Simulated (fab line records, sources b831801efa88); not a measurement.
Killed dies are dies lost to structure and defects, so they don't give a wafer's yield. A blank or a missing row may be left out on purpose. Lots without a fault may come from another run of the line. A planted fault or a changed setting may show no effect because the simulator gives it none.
Which tool did it? | flow sky130 | 12 lots, 35 wafers sampled, at 3 steps of a route of 708

WHAT THE GAUGES READ, wafer by wafer
SKY_VIA1_RS_MEAS_22: measures by four-point-probe. Usual: VIA1_W_RS 0.427 ohm/sq, standard deviation 0.004.
lot  | measured     | on            | VIA1_W_RS (ohm/sq) | flag
L431 | day 34 16:25 | film_metro-04 | 0.429 0.429 0.433  |
L433 | day 35 16:06 | film_metro-04 | 0.429 0.431 0.432  |
L436 | day 36 18:28 | film_metro-04 | 0.427 0.422 0.427  |
L437 | day 37 07:04 | film_metro-02 | 0.422 0.423 0.424  |
L438 | day 37 11:44 | film_metro-03 | 0.425 0.426 0.425  |
L439 | day 37 19:59 | film_metro-04 | 0.434 0.424 0.431  |
L440 | day 38 00:02 | film_metro-03 | 0.424 0.420 0.418  |
L445 | day 39 17:29 | film_metro-02 | 0.431 0.434 0.435  |
L442 | day 39 17:58 | film_metro-02 | 0.428 0.425 0.429  |
L446 | day 40 01:58 | film_metro-02 | 0.419 0.424        |
L451 | day 41 15:08 | film_metro-04 | 0.420 0.427 0.420  |
L452 | day 41 18:38 | film_metro-03 | 0.424 0.428 0.427  |

SKY_VIA3_BOW_MEAS_03. Usual: VIA3_BOW 79 um, standard deviation 7.7.
lot  | measured     | on            | VIA3_BOW (um) | flag
L431 | day 39 07:22 | film_metro-02 | 77 71 83      |
L433 | day 40 04:53 | film_metro-02 | 78 84 71      |
L436 | day 41 06:13 | film_metro-03 | 78 91 71      |
L437 | day 41 17:39 | film_metro-03 | 64 85 94      |
L438 | day 41 22:04 | film_metro-02 | 85 90 75      |
L439 | day 42 04:25 | film_metro-02 | 75 72 73      |
L440 | day 42 08:54 | film_metro-02 | 84 88 61      |
L445 | day 44 01:41 | film_metro-04 | 86 84 83      |
L442 | day 44 01:05 | film_metro-02 | 83 79 83      |
L446 | day 44 06:26 | film_metro-04 | 81 85         |
L451 | day 45 16:49 | film_metro-02 | 78 74 81      |
L452 | day 45 20:10 | film_metro-03 | 80 96 87      |

WHICH TOOL RAN EACH LOT (tool, then ch and the chambers of the sampled wafers, then the start)
lot  | SKY_METAL3_ETCH_16
L431 | rie_metal-01 ch 1, day 39 05:56
L433 | rie_metal-03 ch 0,1, day 40 02:59
L436 | rie_metal-04 ch 0,1, day 41 04:44
L437 | rie_metal-04 ch 0,1, day 41 16:11
L438 | rie_metal-01 ch 0,1, day 41 20:38
L439 | rie_metal-01 ch 0,1, day 42 02:59
L440 | rie_metal-03 ch 0,1, day 42 06:59
L445 | rie_metal-04 ch 0,1, day 44 00:12
L442 | rie_metal-04 ch 0, day 43 23:38
L446 | rie_metal-04 ch 0,1, day 44 05:00
L451 | rie_metal-01 ch 0,1, day 45 15:23
L452 | rie_metal-03 ch 0,1, day 45 18:44
- SKY_METAL3_ETCH_16: etches BARC in N2/H2, stops on SiO2, time 88.2 s, target depth 60 nm.

WHAT THE TOOLS THEMSELVES READ (means of the sampled wafers that have a number; where no wafer has one, the mark that the record gives instead)
SKY_METAL3_ETCH_16. Usual: drypump_motor_current_A 5.7 A, standard deviation 0.45; h2_flow_sccm 199.9 sccm, standard deviation 0.54; oes_product_au 0.625 a.u., standard deviation 0.0039; run_length_s 116.4 s, standard deviation 0.4; throttle_valve_pct 13.206 %, standard deviation 0.0091.
lot  | tool         | drypump_motor_current_A (A) | h2_flow_sccm (sccm) | oes_product_au (a.u.) | run_length_s (s) | throttle_valve_pct (%) | flag
L431 | rie_metal-01 | 5.2                         | 199.8               | 0.625                 | 116.1            | 13.215                 |
L433 | rie_metal-03 | 5.7                         | 200.0               | 0.625                 | 116.4            | 13.202                 |
L436 | rie_metal-04 | 5.8                         | 200.3               | 0.626                 | 116.0            | 13.203                 |
L437 | rie_metal-04 | 5.9                         | 200.2               | 0.626                 | 116.4            | 13.212                 |
L438 | rie_metal-01 | 5.9                         | 199.5               | 0.625                 | 116.4            | 13.199                 |
L439 | rie_metal-01 | 5.9                         | 200.1               | 0.626                 | 116.7            | 13.211                 |
L440 | rie_metal-03 | 5.5                         | 200.1               | 0.629                 | 116.7            | 13.197                 |
L445 | rie_metal-04 | 5.9                         | 199.8               | 0.628                 | 116.0            | 13.201                 |
L442 | rie_metal-04 | 6.1                         | 200.2               | 0.624                 | 116.0            | 13.213                 |
L446 | rie_metal-04 | 5.8                         | 200.1               | 0.609                 | 122.8            | 13.207                 | OFF
L451 | rie_metal-01 | 5.9                         | 200.0               | 0.625                 | 116.8            | 13.202                 |
L452 | rie_metal-03 | 5.7                         | 200.1               | 0.619                 | 116.3            | 13.197                 |

THE ANSWER, worked out from the rows above alone
Rule: a lot is off if the mean of its wafers that have a number lies more than 3 standard deviations from the usual mean. A lot without any number at a reading at which 4 lots or more have one is off too. The other lots that the step has rows for count as sound. The gauges are gone through in route order, then the tools' own readings, and for those a lot's mean is taken as printed above. The first step at which some lot is off is used, and at that step the reading that is off furthest; a lot without a number counts as furthest.
Off: L446, at SKY_METAL3_ETCH_16 (run_length_s).
A tool fits if, at that step or a process step before it, it ran every lot that is off, and no sound lot after the first of them. One fits: rie_metal-04 at SKY_METAL3_ETCH_16. Its last sound lot is L445 (day 44 00:12), its first lot that is off L446 (day 44 05:00): a fault that began between those two fits.
The tool's own readings at SKY_METAL3_ETCH_16 bear it out: on the lots that are off they differ by more than 5 times the standard deviation of the sound lots' means. oes_product_au reads 0.609 a.u. there against 0.625 a.u. on the sound lots; run_length_s reads 122.8 s there against 116.3 s on the sound lots.

WHAT THE SIMULATOR HAD PUT IN
Process parameter drift: rie_metal-04, from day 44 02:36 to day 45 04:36, at SKY_METAL3_ETCH_16. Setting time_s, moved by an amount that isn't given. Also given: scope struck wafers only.
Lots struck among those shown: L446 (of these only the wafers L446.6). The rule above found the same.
